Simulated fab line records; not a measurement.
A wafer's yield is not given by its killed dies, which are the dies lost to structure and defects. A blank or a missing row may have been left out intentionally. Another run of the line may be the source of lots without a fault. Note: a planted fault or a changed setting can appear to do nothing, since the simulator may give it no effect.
A lot that was struck, set against a sound lot ; flow gf180mcu ; 25 out of 602 route steps
Sound: wafers L875.1, L875.2, L875.3. Struck: wafers L866.1, L866.2, L866.4. The cause is named last.
Per side, at each step with rows, come the tool, then ch with its chambers, and then its first start. Under that, the readings that differ: sound wafers ; struck wafers ; difference of the means ; sigmas: that difference in standard deviations of wafers without a fault.
alike: a reading whose means differ by less than 2 such deviations, as well as words and numbers matching on both sides. not compared: withheld readings; readings where some wafer has no value; bounds like >300 that might hide an equal value; numbers whose values overlap and for which the record gives no deviation.
A row with sigmas, a row that says differs or no value, or rows on one side alone: a step with any of these is where the two part. Numbers that have no deviation but don't overlap get no sigmas and don't part them. Lack of a reading on every wafer of one side parts them only where that side has two or more wafers.

first, 4 steps without rows for these wafers: GF_V1_STRIP_19 (strips in post etch residue remover, time 1200 s); GF_V1_CLEAN_20 (cleans in DIW); GF_V1_SPUTTER_21 (material Ti, target thk 15 nm, time 80.02 s); GF_V1_SPUTTER_22 (material TiN, target thk 10 nm, time 40 s).
GF_V1_CVD_23: deposits W, target thk 350 nm, time 105.05 s.
  sound on cvd w-01 ch 0,1, day 22 22:42; struck on cvd w-01 ch 0,1, day 19 13:10
  alike: heater power w, susceptor temp C
GF_V1_RS_MEAS_24: uses a four-point probe to measure.
  sound: film metro-04 at day 22 22:49; struck: film metro-04 at day 19 13:17
  alike: V1_W_RS
GF_V1_THK_MEAS_25: measures by xrf.
  sound: film metro-04 at day 22 22:56; struck: film metro-04 at day 19 13:24
  alike: V1_W_THK
GF_V1_CMP_26: polishes, stops on SiO2, t overpolish 15 s, target thk 0 nm.
  sound on cmp-02 ch 0,1,2, day 22 23:00; struck on cmp-01 ch 0,2,3, day 19 13:31
reading;sound;struck;difference;sigmas
motor current A (A);9.4 9.6 9.7;10.8 12.2 11.2;+1.8;+2
time to endpoint s (s);87 88 87;79 82 81;-7;-2
  alike: overpolish run s
then, 2 steps without rows for these wafers: GF_M2_SPUTTER_00 (material Ti, target thk 37.5 nm, time 150 s); GF_M2_SPUTTER_01 (material TiN, target thk 30 nm, time 25 s).
GF_M2_SPUTTER_02: material AlCu, target thk 450 nm, time 23.9 s.
  sound: pvd sputter-04 at day 22 23:26; struck: pvd sputter-04 at day 19 13:53
  alike: cathode dc power W, chamber pressure pa, throttle valve pct
GF_M2_SPUTTER_03: material Ti, target thk 10 nm, time 6.7 s.
  sound: pvd sputter-04 at day 22 23:28; struck: pvd sputter-04 at day 19 13:55
  alike: cathode dc power W, chamber pressure pa, throttle valve pct
GF_M2_SPUTTER_04: material TiN, target thk 50 nm, time 41.7 s.
  sound: pvd sputter-04 at day 22 23:29; struck: pvd sputter-04 at day 19 13:56
  no value came back on the struck wafers for cathode dc power W (W), chamber pressure pa (Pa), throttle valve pct (%); on the sound wafers cathode dc power W (W) reads 6501.6 6500.4 6501.4
GF_M2_THK_MEAS_06: measures by xrf.
  sound: film metro-03 at day 22 23:38; struck: film metro-03 at day 19 14:06
reading;sound;struck;difference;sigmas
M2_ALCU_THK (nm);452 451 451;497 495 496;+45;+10
then, 7 steps without rows for these wafers: GF_M2_DEHYDRATE_07 (time 60 s); GF_M2_HMDS_08 (prime time 60 s); GF_M2_COAT_09 (resist thk 1000 nm); GF_M2_SOFTBAKE_10 (time 60 s); GF_M2_EXPOSE_11 (exposes mask Metal2, target cd 280 nm); GF_M2_PEB_12 (peb time 90 s); GF_M2_DEVELOP_13 (develop time 60 s).
GF_M2_CD_MEAS_14: target cd 280 nm.
  sound: cd sem-01 at day 23 21:25; struck: cd sem-01 at day 20 14:08
  alike: cd nm
GF_M2_OVL_MEAS_15:
  sound: overlay-01 at day 23 21:32; struck: overlay-02 at day 20 14:15
  alike: M2_OVL
GF_M2_METAL_ETCH_16: etches the open film in Cl2/BCl3, stops on SiO2, target depth 627.5 nm, time 104.6 s.
  sound on rie metal-04 ch 0,1, day 23 21:34; struck on rie metal-02 ch 0, day 20 14:17
reading;sound;struck;difference;sigmas
oes product au (a.u.);0.968 0.967 0.968;0.993 0.995 0.980;+0.022;+4
  alike: bcl3 flow sccm, drypump motor current A, throttle valve pct
  not compared: rf hours counter h
GF_M2_STRIP_17: strips in O2/N2.
  sound on plasma asher-01 ch 0,1, day 23 21:41; struck on plasma asher-02 ch 0,1, day 20 14:31
  alike: drypump motor current A, heater power w, oes product au, strip time to endpoint s
  not compared: rf hours counter h

== WHERE THEY PART ==
First at GF_V1_CMP_26; last, within this record, at GF_M2_METAL_ETCH_16. Later steps at which nothing parts them and some readings are alike: GF_M2_STRIP_17.

WHY: the cause the simulator had injected
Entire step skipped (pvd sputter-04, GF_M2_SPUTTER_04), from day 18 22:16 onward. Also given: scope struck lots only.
